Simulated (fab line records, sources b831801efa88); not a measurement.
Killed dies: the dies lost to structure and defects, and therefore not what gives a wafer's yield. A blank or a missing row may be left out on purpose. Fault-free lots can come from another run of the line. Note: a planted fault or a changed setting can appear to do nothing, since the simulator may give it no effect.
fab line records	flow gf180mcu
record lots=13	wafers=39	lastDay=34
route steps=602 shown POLY_GATE@171 PSD@250 M4@470 TOP_METAL@571
lots that met no fault: from a run of the same line without faults
startH: hours from the record's opening day to when the first of the lot's shown wafers began	waitH: hours since the lot's step before	" same as the row above	L1.1+2: a row that stands for several wafers	- no value, or no start given	* or withheld: withheld	< > ~ a bound
route shown NAME@n: a module of which the file shows steps, and the number in the route of the first	usual: average and standard deviation across the fault-free wafers	same: alike in all rows	chamber/n: place in a boat	sites: each site's reading	_std_site: the values' standard deviation	_edge_site: inner sites' mean taken away from outer sites' mean	radiusMm: for every site, how far away it sits from the centre of the wafer	mask NAME#n: copy n	behind: the tool/chamber that last shaped the wafer	hold: the reason the lot was held/the length of the hold in hours/how it ended	device: the n, p or np transistor that did not switch	end of line: the route-end tests of the same wafers	a step with no rows: only its recipe	killed: dies that structure and defects cost at the first sort, which is not the same as the wafer's yield	map: shows each die of a wafer: x if killed, . if not, _ if none is there
set.NAME: setting as actually run; set.NAME@STEP: the setting as run at that earlier step	model.NAME: the simulator's own value behind a step, which no gauge read
a sample of lots followed through the steps of the route, with each step as a table and each wafer as a row
services: the hour from which a tool's chamber was out of use, counted from the record's first day as startH (under 0 if before that day), plus the number of hours and why
## steps
# step GF_POLY_GATE_STRIP_14
# recipe chemistry=O2/N2	powerW=1400	pressureMtorr=1500	platenTempC=250	o2FlowSccm=3000	n2FlowSccm=300	overashFraction=0.5
# usual drypumpMotorCurrentA=5.7/0.36	heaterPowerW=337/23	oesProductAu=0.505/0.0044
lot.wafer	tool	chamber	startH	waitH	drypumpMotorCurrentA	heaterPowerW	oesProductAu	rfHoursCounterH
L576.1	plasmaAsher-01	0	194.62	0.0	6.0	352	0.505	40
L576.3	"	0	"	"	6.0	342	0.510	-
L576.6	"	0	"	"	6.0	350	0.504	-
L577.2	plasmaAsher-01	1	200.61	0.0	5.4	340	0.504	41
L577.3	"	0	"	"	6.0	348	0.506	-
L577.4	"	1	"	"	5.4	343	0.511	-
L580.3	plasmaAsher-02	0	224.59	0.1	6.3	298	0.509	-
L580.4	"	1	"	"	5.7	326	0.503	-
L580.5	"	1	"	"	5.7	329	0.509	-
L581.1	plasmaAsher-02	0	230.46	0.0	6.3	299	0.499	12
L581.2	"	1	"	"	5.7	328	0.513	12
L581.4	"	0	"	"	6.2	301	0.508	-
L582.1	plasmaAsher-02	0	237.64	0.0	6.2	297	0.506	13
L582.4	"	1	"	"	5.8	326	0.498	-
L582.5	"	1	"	"	5.7	327	0.504	-
L583.1	plasmaAsher-01	1	243.06	0.0	5.3	342	0.508	45
L583.3	"	1	"	"	5.3	346	0.505	-
L583.4	"	0	"	"	6.0	351	0.508	-
L585.3	plasmaAsher-02	1	259.41	0.1	5.7	326	0.507	-
L585.5	"	0	"	"	6.3	295	0.504	-
L585.6	"	1	"	"	5.7	325	0.500	-
L588.1	plasmaAsher-01	1	286.66	0.0	5.4	336	0.513	50
L588.3	"	1	"	"	5.3	341	0.508	-
L588.6	"	1	"	"	5.4	342	0.502	-
L590.3	plasmaAsher-03	1	300.30	0.1	5.1	369	0.503	-
L590.4	"	0	"	"	5.7	322	0.508	-
L590.5	"	0	"	"	5.7	315	0.503	-
L593.1	plasmaAsher-03	0	320.76	0.0	5.7	317	0.505	65
L593.3	"	0	"	"	5.8	326	0.510	-
L593.6	"	0	"	"	5.8	335	0.511	-
L594.4	plasmaAsher-01	0	328.40	0.1	6.0	355	0.514	-
L594.5	"	0	"	"	6.0	353	0.511	-
L594.6	"	1	"	"	5.3	346	0.505	-
L597.1	plasmaAsher-01	0	347.41	0.0	5.9	356	0.503	57
L597.4	"	0	"	"	6.0	349	0.501	-
L597.5	"	1	"	"	5.4	341	0.512	-
L599.1	plasmaAsher-01	1	361.76	0.0	5.3	346	0.510	58
L599.5	"	1	"	"	5.4	336	0.501	-
L599.6	"	0	"	"	6.0	348	0.505	-
# step GF_PSD_COAT_02
# recipe resist=NOVOLAK	spinRpm=3000	resistThkNm=1000
# usual spinSpeedRpm=2999.9/2.2
lot.wafer	tool	chamber	startH	waitH	spinSpeedRpm
L576.1	lithoTrack-04	0	303.30	0.1	2997.9
L576.3	"	0	"	"	2999.6
L576.6	"	0	"	"	2997.3
L577.2	lithoTrack-01	0	311.07	0.1	3000.8
L577.3	"	0	"	"	3000.0
L577.4	"	0	"	"	2998.6
L580.3	lithoTrack-03	0	338.41	0.1	2997.3
L580.4	"	0	"	"	2998.2
L580.5	"	0	"	"	3000.6
L581.1	lithoTrack-01	0	344.55	0.1	3002.7
L581.2	"	0	"	"	2998.6
L581.4	"	0	"	"	2998.0
L582.1	lithoTrack-04	0	356.00	0.1	3000.7
L582.4	"	0	"	"	3000.7
L582.5	"	0	"	"	2999.6
L583.1	lithoTrack-01	0	364.40	0.1	3003.0
L583.3	"	0	"	"	3002.9
L583.4	"	0	"	"	3004.6
L585.3	lithoTrack-01	0	380.95	0.1	3001.3
L585.5	"	0	"	"	2997.2
L585.6	"	0	"	"	2997.8
L588.1	lithoTrack-01	0	411.80	0.1	2799.5
L588.3	"	0	"	"	2798.0
L588.6	"	0	"	"	2800.0
L590.3	lithoTrack-01	0	428.15	0.1	2796.4
L590.4	"	0	"	"	2799.0
L590.5	"	0	"	"	2798.1
L593.1	lithoTrack-04	0	452.00	0.1	2998.8
L593.3	"	0	"	"	3002.6
L593.6	"	0	"	"	3000.1
L594.4	lithoTrack-03	0	459.68	0.1	3000.9
L594.5	"	0	"	"	2997.8
L594.6	"	0	"	"	3002.2
L597.1	lithoTrack-03	0	480.61	0.1	2997.8
L597.4	"	0	"	"	2996.6
L597.5	"	0	"	"	2997.6
L599.1	lithoTrack-01	0	496.79	0.1	2998.0
L599.5	"	0	"	"	3000.0
L599.6	"	0	"	"	2999.6
# step GF_PSD_STRIP_10
# recipe chemistry=O2/N2	powerW=1400	pressureMtorr=1500	platenTempC=250	o2FlowSccm=3000	n2FlowSccm=300	overashFraction=0.5
# usual drypumpMotorCurrentA=5.5/0.44	heaterPowerW=335/23	oesProductAu=0.592/0.0045	stripTimeToEndpointS=16.51/0.032
lot.wafer	tool	chamber	startH	waitH	drypumpMotorCurrentA	heaterPowerW	oesProductAu	rfHoursCounterH	stripTimeToEndpointS
L576.1	plasmaAsher-03	1	314.57	0.1	5.1	385	0.596	64	16.53
L576.3	"	0	"	"	5.7	320	0.592	-	16.53
L576.6	"	0	"	"	5.7	322	0.600	-	16.53
L577.2	plasmaAsher-04	1	321.56	0.1	4.8	328	0.591	67	16.52
L577.3	"	0	"	"	5.8	367	0.590	-	16.50
L577.4	"	1	"	"	4.7	326	0.591	-	16.51
L580.3	plasmaAsher-02	1	349.19	0.1	5.8	320	0.586	-	16.53
L580.4	"	0	"	"	6.2	295	0.595	-	16.51
L580.5	"	1	"	"	5.8	327	0.595	-	16.54
L581.1	plasmaAsher-04	1	355.97	0.1	4.8	334	0.596	71	16.50
L581.2	"	0	"	"	5.8	361	0.583	71	16.55
L581.4	"	1	"	"	4.8	321	0.594	-	16.51
L582.1	plasmaAsher-03	0	367.02	0.1	5.8	326	0.593	69	16.49
L582.4	"	0	"	"	5.8	322	0.598	-	16.45
L582.5	"	0	"	"	5.7	322	0.595	-	16.47
L583.1	plasmaAsher-03	1	376.35	0.1	5.1	368	0.594	70	16.51
L583.3	"	0	"	"	5.7	323	0.592	-	16.53
L583.4	"	1	"	"	5.1	377	0.589	-	16.46
L585.3	plasmaAsher-04	1	393.24	0.1	4.7	335	0.588	-	16.52
L585.5	"	1	"	"	4.7	323	0.590	-	16.50
L585.6	"	0	"	"	5.8	360	0.594	-	16.49
L588.1	plasmaAsher-02	1	423.36	0.1	5.7	321	0.599	33	16.90
L588.3	"	1	"	"	5.7	328	0.598	-	16.90
L588.6	"	0	"	"	6.2	303	0.586	-	16.90
L590.3	plasmaAsher-02	0	440.14	0.1	6.2	297	0.606	-	16.88
L590.4	"	1	"	"	5.7	322	0.585	-	16.91
L590.5	"	0	"	"	6.2	301	0.593	-	16.87
L593.1	plasmaAsher-03	0	464.31	0.1	5.7	318	0.603	3	16.54
L593.3	"	1	"	"	5.1	351	0.593	-	16.50
L593.6	"	0	"	"	5.7	321	0.595	-	16.52
L594.4	plasmaAsher-03	0	471.90	0.1	5.7	323	0.590	-	16.50
L594.5	"	1	"	"	5.1	362	0.592	-	16.56
L594.6	"	0	"	"	5.7	323	0.594	-	16.58
L597.1	plasmaAsher-03	0	493.51	0.1	5.7	321	0.584	7	16.52
L597.4	"	0	"	"	5.8	309	0.596	-	16.53
L597.5	"	1	"	"	5.1	354	0.594	-	16.50
L599.1	plasmaAsher-03	0	508.70	0.1	5.7	320	0.597	9	16.49
L599.5	"	0	"	"	5.7	318	0.595	-	16.49
L599.6	"	1	"	"	5.1	347	0.593	-	16.47
# step GF_M4_CD_MEAS_14
# recipe targetCdNm=280
# usual cdNm=279.9/0.93
lot.wafer	tool	chamber	startH	waitH	cdNm
L576.1	cdSem-01	-	531.76	0.1	279.2
L576.3	"	-	"	"	279.3
L576.6	"	-	"	"	278.9
L577.2	cdSem-02	-	539.42	0.1	280.6
L577.3	"	-	"	"	277.7
L577.4	"	-	"	"	280.1
L580.3	cdSem-02	-	569.99	0.1	279.7
L580.4	"	-	"	"	278.6
L580.5	"	-	"	"	278.6
L581.1	cdSem-01	-	576.61	0.1	280.1
L581.2	"	-	"	"	280.0
L581.4	"	-	"	"	278.7
L582.1	cdSem-02	-	588.10	0.1	279.6
L582.4	"	-	"	"	280.3
L582.5	"	-	"	"	279.6
L583.1	cdSem-01	-	595.86	0.1	279.1
L583.3	"	-	"	"	279.6
L583.4	"	-	"	"	279.3
L585.3	cdSem-01	-	613.04	0.1	281.0
L585.5	"	-	"	"	280.7
L585.6	"	-	"	"	279.4
L588.1	cdSem-01	-	638.11	0.1	282.2
L588.3	"	-	"	"	280.7
L588.6	"	-	"	"	280.1
L590.3	cdSem-01	-	651.05	0.1	279.4
L590.4	"	-	"	"	278.8
L590.5	"	-	"	"	280.8
L594.4	cdSem-02	-	679.27	0.1	281.0
L594.5	"	-	"	"	281.2
L594.6	"	-	"	"	280.1
L593.1	cdSem-01	-	682.16	0.1	279.2
L593.3	"	-	"	"	279.9
L593.6	"	-	"	"	280.0
L597.1	cdSem-02	-	696.59	0.1	280.1
L597.4	"	-	"	"	280.9
L597.5	"	-	"	"	279.6
L599.1	cdSem-02	-	708.74	0.1	280.5
L599.5	"	-	"	"	281.1
L599.6	"	-	"	"	280.6
# step GF_TOP_METAL_SPUTTER_04
# recipe material=TiN	targetThkNm=25	powerW=6500	timeS=20.8	chamberPressurePa=0.4
# usual throttleValvePct=29.8/1.1
# same timeS=20.8
lot.wafer	tool	chamber	startH	waitH	throttleValvePct
L576.1	pvdSputter-01	-	625.63	0.0	29.6
L576.3	"	-	"	"	30.7
L576.6	"	-	"	"	30.7
L577.2	pvdSputter-01	-	630.92	0.0	30.0
L577.3	"	-	"	"	29.4
L577.4	"	-	"	"	29.6
L580.3	pvdSputter-04	-	659.51	0.0	28.0
L580.4	"	-	"	"	31.6
L580.5	"	-	"	"	29.5
L581.1	pvdSputter-01	-	665.18	0.0	30.7
L581.2	"	-	"	"	29.4
L581.4	"	-	"	"	30.8
L582.1	pvdSputter-04	-	675.67	0.0	31.5
L582.4	"	-	"	"	31.5
L582.5	"	-	"	"	29.9
L583.1	pvdSputter-02	-	682.46	0.0	29.6
L583.3	"	-	"	"	29.5
L583.4	"	-	"	"	31.5
L585.3	pvdSputter-04	-	698.73	0.0	30.1
L585.5	"	-	"	"	28.3
L585.6	"	-	"	"	30.0
L588.1	pvdSputter-01	-	721.69	0.0	29.7
L588.3	"	-	"	"	30.8
L588.6	"	-	"	"	30.0
L590.3	pvdSputter-02	-	731.52	0.0	29.9
L590.4	"	-	"	"	27.7
L590.5	"	-	"	"	30.0
L594.4	pvdSputter-04	-	758.78	0.0	29.7
L594.5	"	-	"	"	31.7
L594.6	"	-	"	"	28.2
L593.1	pvdSputter-02	-	759.82	0.0	29.7
L593.3	"	-	"	"	27.5
L593.6	"	-	"	"	29.8
L597.1	pvdSputter-01	-	772.62	0.0	30.6
L597.4	"	-	"	"	30.0
L597.5	"	-	"	"	30.0
L599.1	pvdSputter-02	-	781.32	0.0	31.4
L599.5	"	-	"	"	29.8
L599.6	"	-	"	"	31.5
## services
tool	chamber	startH	hours	kind
plasmaAsher-03	-	190.85	2.9	repair
plasmaAsher-01	-	191.08	2.8	pm
plasmaAsher-03	-	198.67	1.1	repair
plasmaAsher-03	-	211.45	4.5	repair
pvdSputter-01	-	253.70	1.9	repair
pvdSputter-01	-	256.22	1.3	repair
plasmaAsher-02	-	273.28	0.9	repair
plasmaAsher-01	-	289.26	1.8	repair
pvdSputter-01	-	355.64	2.4	repair
plasmaAsher-01	-	382.00	28.1	pm
plasmaAsher-02	-	388.96	2.8	pm
plasmaAsher-03	-	421.25	9.0	pm
plasmaAsher-02	-	453.25	3.8	repair
pvdSputter-02	-	548.79	4.1	repair
plasmaAsher-03	-	559.39	0.5	repair
pvdSputter-02	-	572.94	3.3	repair
pvdSputter-04	-	580.08	1.3	repair
plasmaAsher-02	-	600.52	2.6	repair
pvdSputter-02	-	601.36	2.6	repair
pvdSputter-04	-	613.60	3.0	repair
plasmaAsher-03	-	633.39	2.4	repair
plasmaAsher-02	-	734.08	10.8	repair
plasmaAsher-01	-	751.18	2.6	repair
plasmaAsher-03	-	764.40	2.8	pm
## key
firstSign step=GF_PSD_COAT_02	reading=spinSpeedRpm	direction=down	sigmas=90	usual=*	struck=*
effect step=GF_PSD_STRIP_10	reading=stripTimeToEndpointS	direction=up	sigmas=12	usual=*	struck=*
metAt GF_PSD_COAT_02
struckLots L588,L590
testerLeftOut L588,L590
notActingAt GF_POLY_GATE_STRIP_14,GF_M4_CD_MEAS_14,GF_TOP_METAL_SPUTTER_04
onsetBetween 380.95 411.80
fault kind=processParameterDrift	tool=lithoTrack-01	chamber=-	onsetH=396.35	steps=GF_PSD_COAT_02	channel=spinRpm	offset=*	shape=step	endH=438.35	actsIn=*	stated=*
# testerLeftOut: of these lots the tester's yield and bins aren't shown, on N5 and GAA mostly nor the transistor test; their killed dies are dies lost to structure and defects alone, not to doping, threshold or leakage, so they don't give the yield
